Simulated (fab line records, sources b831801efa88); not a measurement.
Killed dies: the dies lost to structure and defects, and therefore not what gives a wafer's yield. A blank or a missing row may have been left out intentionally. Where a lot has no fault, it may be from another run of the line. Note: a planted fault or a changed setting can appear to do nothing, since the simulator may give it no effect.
The tool behind it: which one? :: flow gf180mcu :: 42 wafers from 14 lots sampled at 5 of the route's 602 steps

== WHAT THE GAUGES READ, wafer by wafer ==
GF_NSD_CD_MEAS_07: the cd target is 400 nm. Usual: 400.0 nm for cdNm, sd 2.6.
lot: L455
measured: day 13 09:14
on: cdSem-01
cdNm (nm): 400.3 401.0 400.6
flag: 

lot: L456
measured: day 13 20:30
on: cdSem-02
cdNm (nm): 395.7 398.6 398.9
flag: 

lot: L458
measured: day 14 08:55
on: cdSem-02
cdNm (nm): 401.6 401.3 401.1
flag: 

lot: L459
measured: day 14 19:04
on: cdSem-01
cdNm (nm): 401.9 399.3 401.1
flag: 

lot: L460
measured: day 14 22:53
on: cdSem-02
cdNm (nm): 399.2 401.0 400.2
flag: 

lot: L461
measured: day 15 03:30
on: cdSem-02
cdNm (nm): 400.3 400.0 398.5
flag: 

lot: L462
measured: day 15 11:59
on: cdSem-02
cdNm (nm): 395.9 396.4 395.2
flag: 

lot: L463
measured: day 16 01:16
on: cdSem-02
cdNm (nm): 397.3 397.0 399.0
flag: 

lot: L465
measured: day 16 18:08
on: cdSem-01
cdNm (nm): 398.7 398.8 398.8
flag: 

lot: L466
measured: day 16 22:41
on: cdSem-02
cdNm (nm): 398.5 397.4 399.2
flag: 

lot: L472
measured: day 19 02:46
on: cdSem-02
cdNm (nm): 371.5 373.0 373.2
flag: OFF

lot: L473
measured: day 19 10:29
on: cdSem-01
cdNm (nm): 373.8 374.3 374.9
flag: OFF

lot: L474
measured: day 19 22:36
on: cdSem-01
cdNm (nm): 404.3 404.6 403.7
flag: 

lot: L477
measured: day 21 03:49
on: cdSem-02
cdNm (nm): 402.5 401.2 403.9
flag: 

GF_PSD_OVL_MEAS_08. Usual: PSD_OVL 0.1 nm, standard deviation 1.3.
lot: L455
measured: day 14 06:18
on: overlay-02
PSD_OVL (nm): 1.7 0.3 0.3
flag: 

lot: L456
measured: day 14 17:01
on: overlay-02
PSD_OVL (nm): 1.8 1.5 1.9
flag: 

lot: L458
measured: day 15 06:40
on: overlay-02
PSD_OVL (nm): -2.7 -1.1 -2.5
flag: 

lot: L459
measured: day 15 17:10
on: overlay-02
PSD_OVL (nm): 0.8 -1.3 -1.8
flag: 

lot: L460
measured: day 15 21:17
on: overlay-01
PSD_OVL (nm): -0.1 -0.4 -1.1
flag: 

lot: L461
measured: day 16 02:03
on: overlay-01
PSD_OVL (nm): 3.1 1.2 -0.7
flag: 

lot: L462
measured: day 16 09:25
on: overlay-01
PSD_OVL (nm): 0.4 1.6 0.0
flag: 

lot: L463
measured: day 16 23:44
on: overlay-02
PSD_OVL (nm): 1.4 2.3 1.5
flag: 

lot: L465
measured: day 17 16:43
on: overlay-02
PSD_OVL (nm): 0.7 2.8 1.4
flag: 

lot: L466
measured: day 17 20:52
on: overlay-02
PSD_OVL (nm): -1.5 -1.6 1.3
flag: 

lot: L472
measured: day 20 03:13
on: overlay-01
PSD_OVL (nm): -0.5 -0.7 -0.8
flag: 

lot: L473
measured: day 20 11:11
on: overlay-01
PSD_OVL (nm): 0.8 2.7 1.5
flag: 

lot: L474
measured: day 20 22:52
on: overlay-01
PSD_OVL (nm): -0.4 1.8 -2.4
flag: 

lot: L477
measured: day 22 03:49
on: overlay-01
PSD_OVL (nm): 0.3 -0.5 1.3
flag: 

GF_V1_BOW_MEAS_05. Usual: V1_BOW 81 um, standard deviation 7.6.
lot: L455
measured: day 17 04:24
on: filmMetro-03
V1_BOW (um): 83 68 87
flag: 

lot: L456
measured: day 17 14:56
on: filmMetro-04
V1_BOW (um): 72 68 81
flag: 

lot: L458
measured: day 18 06:08
on: filmMetro-01
V1_BOW (um): 96 89 81
flag: 

lot: L459
measured: day 18 15:50
on: filmMetro-04
V1_BOW (um): 84 80 79
flag: 

lot: L460
measured: day 19 01:43
on: filmMetro-03
V1_BOW (um): 80 78 74
flag: 

lot: L461
measured: day 19 04:31
on: filmMetro-03
V1_BOW (um): 80 84 86
flag: 

lot: L462
measured: day 19 09:40
on: filmMetro-04
V1_BOW (um): 76 77 72
flag: 

lot: L463
measured: day 20 04:43
on: filmMetro-01
V1_BOW (um): 80 81 92
flag: 

lot: L465
measured: day 20 21:02
on: filmMetro-01
V1_BOW (um): 78 86 89
flag: 

lot: L466
measured: day 20 23:49
on: filmMetro-03
V1_BOW (um): 75 89 90
flag: 

lot: L472
measured: day 23 07:31
on: filmMetro-01
V1_BOW (um): 75 77 81
flag: 

lot: L473
measured: day 23 14:18
on: filmMetro-04
V1_BOW (um): 69 88 72
flag: 

lot: L474
measured: day 24 01:50
on: filmMetro-04
V1_BOW (um): 83 86 84
flag: 

lot: L477
measured: day 25 03:53
on: filmMetro-03
V1_BOW (um): 79 91 82
flag: 

GF_M3_THK_MEAS_06: measures by xrf. Usual: M3_ALCU_THK 455 nm, standard deviation 5.9.
lot: L455
measured: day 20 08:02
on: filmMetro-01
M3_ALCU_THK (nm): 459 456 463
flag: 

lot: L456
measured: day 20 17:37
on: filmMetro-01
M3_ALCU_THK (nm): 460 460 465
flag: 

lot: L458
measured: day 21 11:15
on: filmMetro-03
M3_ALCU_THK (nm): 457 459 456
flag: 

lot: L459
measured: day 21 22:10
on: filmMetro-01
M3_ALCU_THK (nm): 454 462 460
flag: 

lot: L460
measured: day 22 06:34
on: filmMetro-02
M3_ALCU_THK (nm): 457 457 451
flag: 

lot: L461
measured: day 22 09:25
on: filmMetro-02
M3_ALCU_THK (nm): 432 442 436
flag: OFF

lot: L462
measured: day 22 13:15
on: filmMetro-03
M3_ALCU_THK (nm): 445 444 450
flag: 

lot: L463
measured: day 23 07:59
on: filmMetro-03
M3_ALCU_THK (nm): 452 450 449
flag: 

lot: L465
measured: day 23 23:49
on: filmMetro-03
M3_ALCU_THK (nm): 455 458 459
flag: 

lot: L466
measured: day 24 08:07
on: filmMetro-02
M3_ALCU_THK (nm): 460 455 457
flag: 

lot: L472
measured: day 26 07:18
on: filmMetro-03
M3_ALCU_THK (nm): 459 458 460
flag: 

lot: L473
measured: day 26 12:08
on: filmMetro-01
M3_ALCU_THK (nm): 457 450 456
flag: 

lot: L474
measured: day 26 23:30
on: filmMetro-02
M3_ALCU_THK (nm): 455 454 453
flag: 

lot: L477
measured: day 27 21:23
on: filmMetro-01
M3_ALCU_THK (nm): 462 461 464
flag: 

== WHAT TOOL EACH LOT RAN ON (gives the tool, then ch and the chambers of the sampled wafers, and finally the start) ==
lot: L455
GF_NSD_EXPOSE_04: ilineStepper-02 ch 0, day 12 23:41

lot: L456
GF_NSD_EXPOSE_04: ilineStepper-01 ch 0, day 13 09:50

lot: L458
GF_NSD_EXPOSE_04: ilineStepper-02 ch 0, day 13 22:46

lot: L459
GF_NSD_EXPOSE_04: ilineStepper-01 ch 0, day 14 08:16

lot: L460
GF_NSD_EXPOSE_04: ilineStepper-02 ch 0, day 14 12:35

lot: L461
GF_NSD_EXPOSE_04: ilineStepper-01 ch 0, day 14 17:01

lot: L462
GF_NSD_EXPOSE_04: ilineStepper-01 ch 0, day 15 01:49

lot: L463
GF_NSD_EXPOSE_04: ilineStepper-01 ch 0, day 15 14:32

lot: L465
GF_NSD_EXPOSE_04: ilineStepper-02 ch 0, day 16 07:04

lot: L466
GF_NSD_EXPOSE_04: ilineStepper-02 ch 0, day 16 11:41

lot: L472
GF_NSD_EXPOSE_04: ilineStepper-01 ch 0, day 18 14:17

lot: L473
GF_NSD_EXPOSE_04: ilineStepper-01 ch 0, day 18 22:47

lot: L474
GF_NSD_EXPOSE_04: ilineStepper-02 ch 0, day 19 10:19

lot: L477
GF_NSD_EXPOSE_04: ilineStepper-02 ch 0, day 20 15:16
- GF_NSD_EXPOSE_04: exposes mask Nplus, target cd 400 nm.

== AS READ BY THE TOOLS THEMSELVES (means over the sampled wafers that have a number; for cases with no such wafer, the mark the record gives instead) ==
GF_NSD_EXPOSE_04. Usual: 139.96 for exposureDoseMJCm2, sd 0.14.
lot: L455
tool: ilineStepper-02
exposureDoseMJCm2: 140.03
flag: 

lot: L456
tool: ilineStepper-01
exposureDoseMJCm2: 140.05
flag: 

lot: L458
tool: ilineStepper-02
exposureDoseMJCm2: 139.90
flag: 

lot: L459
tool: ilineStepper-01
exposureDoseMJCm2: 139.81
flag: 

lot: L460
tool: ilineStepper-02
exposureDoseMJCm2: 139.84
flag: 

lot: L461
tool: ilineStepper-01
exposureDoseMJCm2: 140.00
flag: 

lot: L462
tool: ilineStepper-01
exposureDoseMJCm2: 140.01
flag: 

lot: L463
tool: ilineStepper-01
exposureDoseMJCm2: 140.09
flag: 

lot: L465
tool: ilineStepper-02
exposureDoseMJCm2: 139.91
flag: 

lot: L466
tool: ilineStepper-02
exposureDoseMJCm2: 139.94
flag: 

lot: L472
tool: ilineStepper-01
exposureDoseMJCm2: 128.13
flag: OFF

lot: L473
tool: ilineStepper-01
exposureDoseMJCm2: 128.13
flag: OFF

lot: L474
tool: ilineStepper-02
exposureDoseMJCm2: 139.87
flag: 

lot: L477
tool: ilineStepper-02
exposureDoseMJCm2: 140.00
flag: 

== THE ANSWER, worked out from the rows above alone ==
Rule: a lot is off if the mean of its wafers that have a number lies more than 3 standard deviations from the usual mean. Also off: a lot with no number at a reading for which 4 or more lots have one. The other lots that the step has rows for count as sound. Order of review: gauges by route order, followed by the tools' own readings, for which a lot's mean as printed above is used. The first step at which some lot is off is used, and at that step the reading that is off furthest; a lot without a number counts as furthest.
Off, at GF_NSD_CD_MEAS_07 on cdNm: L472, L473.
If a tool, at a process step before that reading, ran all the lots that are off and no sound lot after the first of them, it fits. The gauges at GF_NSD_CD_MEAS_07 aren't tried: what is off there is off at GF_NSD_EXPOSE_04 too, on other tools, and a gauge's error can't cause that. One candidate fits, namely ilineStepper-01 at GF_NSD_EXPOSE_04. Its last sound lot is L463 (day 15 14:32), its first lot that is off L472 (day 18 14:17): a fault that began between those two fits.
On the lots that are off, the tool's own readings at GF_NSD_EXPOSE_04 differ by more than 5 times the standard deviation of the sound lots' means, which bears it out; exposureDoseMJCm2 reads 128.13 there versus 139.95 on the sound lots.

== WHAT THE SIMULATOR PUT IN ==
Process parameter drift: ilineStepper-01, from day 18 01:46 on, at GF_NSD_EXPOSE_04. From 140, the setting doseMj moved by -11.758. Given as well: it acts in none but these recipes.
Shown lots that were struck: L472, L473. The same result came from the rule above.
